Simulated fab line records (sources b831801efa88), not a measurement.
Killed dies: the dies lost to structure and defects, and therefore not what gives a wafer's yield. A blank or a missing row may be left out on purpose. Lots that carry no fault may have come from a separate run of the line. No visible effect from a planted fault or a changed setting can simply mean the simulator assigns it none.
fab line records | flow gf180mcu
record: lots: 14 | wafers: 42 | last-day: 34
route steps=602 shown STI@3 DUAL_GATE@151 PSD@261
lots that met no fault: taken from a fault-free run of the same line
start-h: hours from the record's first day to the start of the lot's first wafer shown | wait-h: hours from the lot's prior step to this one | " same as the row above | L1.1+2: several wafers, shown together as one row | - no value, or no start given | * or withheld: withheld | < > ~ a bound
route shown NAME@n: a module of which the file shows steps, and the number in the route of the first | usual: mean and standard deviation over wafers with no fault | same: alike in all rows | chamber/n: place in a boat | sites: the reading at each site | _std_site: standard deviation across them | _edge_site: the outer-site mean with the inner-site mean subtracted | radius-mm: how far each site lies from the wafer's centre | mask NAME#n: copy n | behind: the last tool/chamber to shape the wafer | hold: cause of the lot's hold/its duration in hours/its outcome | device: whichever transistor did not switch (one of n, p or np) | end of line: the tests these same wafers got at the end of their route | a step with no rows: only its recipe | killed: dies that structure and defects cost at the first sort, which is not the same as the wafer's yield | map: a wafer's dies, x killed, . not, _ none there
set.NAME: the setting the step ran with; set.NAME@STEP: the setting that earlier step ran with | model.NAME: the simulator's own value behind a step, which no gauge read
a sample of lots followed through the steps of the route, with each step as a table and each wafer as a row
services: from which hour (start-h, from the record's first day; less than 0 if before it) a tool's chamber was out of use, for how many hours, and why
== steps ==
step: GF_STI_THK_MEAS_02
recipe: reads: SiO2_of_STI_OXIDATION_01
usual: STI_OXIDATION_THK: 9.95/0.18
lot.wafer | tool          | chamber | start-h | wait-h | STI_OXIDATION_THK[nm]
L746.1    | film-metro-01 | -       | 16.62   | 0.0    | 9.90
L746.3    | "             | -       | "       | "      | 9.81
L746.6    | "             | -       | "       | "      | 9.91
L750.1    | film-metro-02 | -       | 37.47   | 0.0    | 10.02
L750.2    | "             | -       | "       | "      | 9.82
L750.3    | "             | -       | "       | "      | 9.81
L751.1    | film-metro-02 | -       | 41.51   | 0.0    | 9.94
L751.3    | "             | -       | "       | "      | 9.73
L751.4    | "             | -       | "       | "      | 9.85
L752.1    | film-metro-02 | -       | 46.51   | 0.0    | 9.97
L752.4    | "             | -       | "       | "      | 10.09
L752.6    | "             | -       | "       | "      | 10.14
L759.1    | film-metro-01 | -       | 82.17   | 0.0    | 10.00
L759.3    | "             | -       | "       | "      | 10.01
L759.6    | "             | -       | "       | "      | 10.02
L760.1    | film-metro-02 | -       | 87.02   | 0.0    | 10.07
L760.3    | "             | -       | "       | "      | 9.86
L760.6    | "             | -       | "       | "      | 9.83
L761.2    | film-metro-01 | -       | 91.52   | 0.0    | 9.92
L761.4    | "             | -       | "       | "      | 10.09
L761.6    | "             | -       | "       | "      | 9.91
L762.1    | film-metro-02 | -       | 97.10   | 0.0    | 9.93
L762.3    | "             | -       | "       | "      | 9.89
L762.4    | "             | -       | "       | "      | 10.09
L763.2    | film-metro-02 | -       | 102.59  | 0.0    | 10.08
L763.5    | "             | -       | "       | "      | 10.05
L763.6    | "             | -       | "       | "      | 10.27
L764.2    | film-metro-01 | -       | 107.76  | 0.0    | 10.21
L764.3    | "             | -       | "       | "      | 10.32
L764.6    | "             | -       | "       | "      | 10.30
L765.4    | film-metro-02 | -       | 111.54  | 0.0    | 9.89
L765.5    | "             | -       | "       | "      | 9.95
L765.6    | "             | -       | "       | "      | 9.97
L766.2    | film-metro-02 | -       | 116.92  | 0.0    | 9.86
L766.4    | "             | -       | "       | "      | 9.75
L766.6    | "             | -       | "       | "      | 9.78
L767.4    | film-metro-02 | -       | 122.23  | 0.0    | 9.85
L767.5    | "             | -       | "       | "      | 9.92
L767.6    | "             | -       | "       | "      | 9.73
L768.1    | film-metro-02 | -       | 126.73  | 0.0    | 9.79
L768.3    | "             | -       | "       | "      | 9.63
L768.5    | "             | -       | "       | "      | 9.75
step: GF_STI_THK_MEAS_22
recipe: reads: SiO2_of_STI_OXIDATION_21
usual: STI_OXIDATION_01_THK: 14.83/0.24
lot.wafer | tool          | chamber | start-h | wait-h | STI_OXIDATION_01_THK[nm]
L746.1    | film-metro-01 | -       | 32.66   | 0.0    | 15.03
L746.3    | "             | -       | "       | "      | 15.11
L746.6    | "             | -       | "       | "      | 15.22
L750.1    | film-metro-01 | -       | 54.96   | 0.0    | 14.51
L750.2    | "             | -       | "       | "      | 14.65
L750.3    | "             | -       | "       | "      | 14.46
L751.1    | film-metro-02 | -       | 58.86   | 0.0    | 15.06
L751.3    | "             | -       | "       | "      | 15.07
L751.4    | "             | -       | "       | "      | 14.90
L752.1    | film-metro-01 | -       | 62.98   | 0.0    | 14.60
L752.4    | "             | -       | "       | "      | 14.75
L752.6    | "             | -       | "       | "      | 14.55
L759.1    | film-metro-01 | -       | 100.43  | 0.0    | 14.99
L759.3    | "             | -       | "       | "      | 14.85
L759.6    | "             | -       | "       | "      | 14.77
L760.1    | film-metro-01 | -       | 106.35  | 0.0    | 14.94
L760.3    | "             | -       | "       | "      | 14.98
L760.6    | "             | -       | "       | "      | 14.95
L761.2    | film-metro-04 | -       | 109.59  | 0.0    | 14.69
L761.4    | "             | -       | "       | "      | 14.36
L761.6    | "             | -       | "       | "      | 14.62
L762.1    | film-metro-01 | -       | 115.52  | 0.0    | 14.74
L762.3    | "             | -       | "       | "      | 14.97
L762.4    | "             | -       | "       | "      | 14.77
L763.2    | film-metro-04 | -       | 120.81  | 0.0    | 14.79
L763.5    | "             | -       | "       | "      | 14.79
L763.6    | "             | -       | "       | "      | 14.81
L764.2    | film-metro-04 | -       | 125.34  | 0.0    | 14.24
L764.3    | "             | -       | "       | "      | 14.51
L764.6    | "             | -       | "       | "      | 14.49
L765.4    | film-metro-01 | -       | 130.51  | 0.1    | 14.90
L765.5    | "             | -       | "       | "      | 14.82
L765.6    | "             | -       | "       | "      | 15.18
L766.2    | film-metro-01 | -       | 137.33  | 0.0    | 14.88
L766.4    | "             | -       | "       | "      | 14.82
L766.6    | "             | -       | "       | "      | 14.95
L767.4    | film-metro-01 | -       | 142.11  | 0.0    | 15.28
L767.5    | "             | -       | "       | "      | 15.16
L767.6    | "             | -       | "       | "      | 15.23
L768.1    | film-metro-04 | -       | 147.38  | 0.0    | 15.06
L768.3    | "             | -       | "       | "      | 15.15
L768.5    | "             | -       | "       | "      | 15.12
step: GF_DUAL_GATE_DEVELOP_10
recipe: develop-time-s: 60 | dev-temp-c: 23
usual: chill-plate-temp-C: 23.00/0.097 | develop-time-s: 60/0
lot.wafer | tool           | chamber | start-h | wait-h | chill-plate-temp-C | develop-time-s
L746.1    | litho-track-03 | 0       | 181.93  | 0.1    | 22.91              | 60
L746.3    | "              | 0       | "       | "      | 23.04              | 60
L746.6    | "              | 0       | "       | "      | 22.97              | 60
L750.1    | litho-track-03 | 0       | 211.98  | 0.1    | 22.90              | 60
L750.2    | "              | 0       | "       | "      | 23.05              | 60
L750.3    | "              | 0       | "       | "      | 22.93              | 60
L751.1    | litho-track-01 | 0       | 217.68  | 0.1    | 23.08              | 60
L751.3    | "              | 0       | "       | "      | 23.06              | 60
L751.4    | "              | 0       | "       | "      | 23.07              | 60
L752.1    | litho-track-03 | 0       | 225.63  | 0.1    | 23.02              | 60
L752.4    | "              | 0       | "       | "      | 22.90              | 60
L752.6    | "              | 0       | "       | "      | 22.85              | 60
L759.1    | litho-track-02 | -       | 275.91  | 0.1    | -                  | -
L759.3    | "              | -       | "       | "      | -                  | -
L759.6    | "              | -       | "       | "      | -                  | -
L760.1    | litho-track-02 | -       | 285.51  | 0.1    | -                  | -
L760.3    | "              | -       | "       | "      | -                  | -
L760.6    | "              | -       | "       | "      | -                  | -
L761.2    | litho-track-01 | 0       | 288.80  | 0.1    | 23.04              | 60
L761.4    | "              | 0       | "       | "      | 23.12              | 60
L761.6    | "              | 0       | "       | "      | 22.96              | 60
L762.1    | litho-track-02 | 0       | 295.51  | 0.1    | 23.03              | 60
L762.3    | "              | 0       | "       | "      | 23.13              | 60
L762.4    | "              | 0       | "       | "      | 22.98              | 60
L763.2    | litho-track-02 | 0       | 300.93  | 0.1    | 23.04              | 60
L763.5    | "              | 0       | "       | "      | 22.83              | 60
L763.6    | "              | 0       | "       | "      | 22.90              | 60
L764.2    | litho-track-03 | 0       | 307.50  | 0.1    | 23.11              | 60
L764.3    | "              | 0       | "       | "      | 23.24              | 60
L764.6    | "              | 0       | "       | "      | 23.17              | 60
L765.4    | litho-track-01 | 0       | 314.15  | 0.1    | 22.90              | 60
L765.5    | "              | 0       | "       | "      | 22.91              | 60
L765.6    | "              | 0       | "       | "      | 22.93              | 60
L766.2    | litho-track-01 | 0       | 323.55  | 0.1    | 22.81              | 60
L766.4    | "              | 0       | "       | "      | 22.73              | 60
L766.6    | "              | 0       | "       | "      | 22.93              | 60
L767.4    | litho-track-02 | 0       | 331.78  | 0.1    | 22.80              | 60
L767.5    | "              | 0       | "       | "      | 22.81              | 60
L767.6    | "              | 0       | "       | "      | 23.04              | 60
L768.1    | litho-track-02 | 0       | 335.81  | 0.1    | 22.87              | 60
L768.3    | "              | 0       | "       | "      | 22.96              | 60
L768.5    | "              | 0       | "       | "      | 22.95              | 60
step: GF_PSD_RTA_13
recipe: temp-c: 1025 | time-s: 20 | ambient: N2
usual: lamp-power-pct: 35.51/0.17 | wafer_temp_C_max: 1028.6/0.97
lot.wafer | tool          | chamber | start-h | wait-h | lamp-power-pct | wafer_temp_C_max
L746.1    | rtp-anneal-02 | 0       | 325.10  | 0.0    | 35.32          | 1028.5
L746.3    | "             | 0       | "       | "      | 35.34          | 1030.1
L746.6    | "             | 0       | "       | "      | 35.32          | 1028.8
L750.1    | rtp-anneal-02 | 0       | 359.64  | 0.0    | 35.30          | 1029.5
L750.2    | "             | 0       | "       | "      | 35.28          | 1027.6
L750.3    | "             | 0       | "       | "      | 35.30          | 1029.0
L751.1    | rtp-anneal-01 | 0       | 368.69  | 0.0    | 35.65          | 1028.8
L751.3    | "             | 0       | "       | "      | 35.62          | 1026.9
L751.4    | "             | 0       | "       | "      | 35.72          | 1029.0
L752.1    | rtp-anneal-02 | 0       | 377.02  | 0.0    | 35.32          | 1029.0
L752.4    | "             | 0       | "       | "      | 35.34          | 1030.0
L752.6    | "             | 0       | "       | "      | 35.38          | 1029.5
L761.2    | rtp-anneal-02 | 0       | 454.60  | 0.0    | 35.31          | 1029.2
L761.4    | "             | 0       | "       | "      | 35.37          | 1030.1
L761.6    | "             | 0       | "       | "      | 35.29          | 1031.0
L762.1    | rtp-anneal-02 | 0       | 465.35  | 0.0    | 35.34          | 1029.3
L762.3    | "             | 0       | "       | "      | 35.32          | 1028.8
L762.4    | "             | 0       | "       | "      | 35.32          | 1029.0
L763.2    | rtp-anneal-02 | 0       | 474.51  | 0.0    | 35.36          | 1030.3
L763.5    | "             | 0       | "       | "      | 35.31          | 1029.4
L763.6    | "             | 0       | "       | "      | 35.23          | 1028.9
L764.2    | rtp-anneal-01 | 0       | 478.24  | 0.0    | 35.70          | 1028.7
L764.3    | "             | 0       | "       | "      | 35.63          | 1026.3
L764.6    | "             | 0       | "       | "      | 35.68          | 1028.0
L765.4    | rtp-anneal-01 | 0       | 485.78  | 0.0    | 35.65          | 1028.8
L765.5    | "             | 0       | "       | "      | 35.67          | 1028.0
L765.6    | "             | 0       | "       | "      | 35.68          | 1027.6
L766.2    | rtp-anneal-01 | 0       | 496.06  | 0.0    | 35.72          | 1027.9
L766.4    | "             | 0       | "       | "      | 35.67          | 1027.1
L766.6    | "             | 0       | "       | "      | 35.65          | 1027.7
L767.4    | rtp-anneal-01 | 0       | 504.06  | 0.0    | 35.70          | 1028.6
L767.5    | "             | 0       | "       | "      | 35.64          | 1028.8
L767.6    | "             | 0       | "       | "      | 35.67          | 1028.3
L768.1    | rtp-anneal-02 | 0       | 508.97  | 0.0    | 35.29          | 1029.5
L768.3    | "             | 0       | "       | "      | 35.28          | 1028.1
L768.5    | "             | 0       | "       | "      | 35.29          | 1030.0
== services ==
tool          | chamber | start-h | hours | kind
rtp-anneal-01 | -       | 447.23  | 1.1   | pm
== key ==
first-sign: step: GF_DUAL_GATE_DEVELOP_10 | reading: tool-record | direction: missing
effect none on later readings
met-at GF_DUAL_GATE_DEVELOP_10
struck-lots L759,L760
later-rows-left-out L759.1,L759.3,L759.6,L760.1,L760.3,L760.6
sort-left-out L759.1,L759.3,L759.6,L760.1,L760.3,L760.6
tester-left-out L759,L760
not-acting-at GF_STI_THK_MEAS_02,GF_STI_THK_MEAS_22,GF_PSD_RTA_13
fault: kind: skipped-step-whole | tool: litho-track-02 | chamber: - | onset-h: 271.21 | steps: GF_DUAL_GATE_DEVELOP_10 | scope: struck-lots-only
tester-left-out: of these lots the tester's yield and bins aren't shown, on N5 and GAA mostly nor the transistor test; their killed dies are dies lost to structure and defects alone, not to doping, threshold or leakage, so they don't give the yield
sort-left-out: the simulated sort isn't trusted on such a fault, so these wafers' sort isn't shown, and their yield isn't known
later-rows-left-out: the simulator's readings of these wafers behind a module that went badly wrong aren't trusted and aren't shown, but for the sort
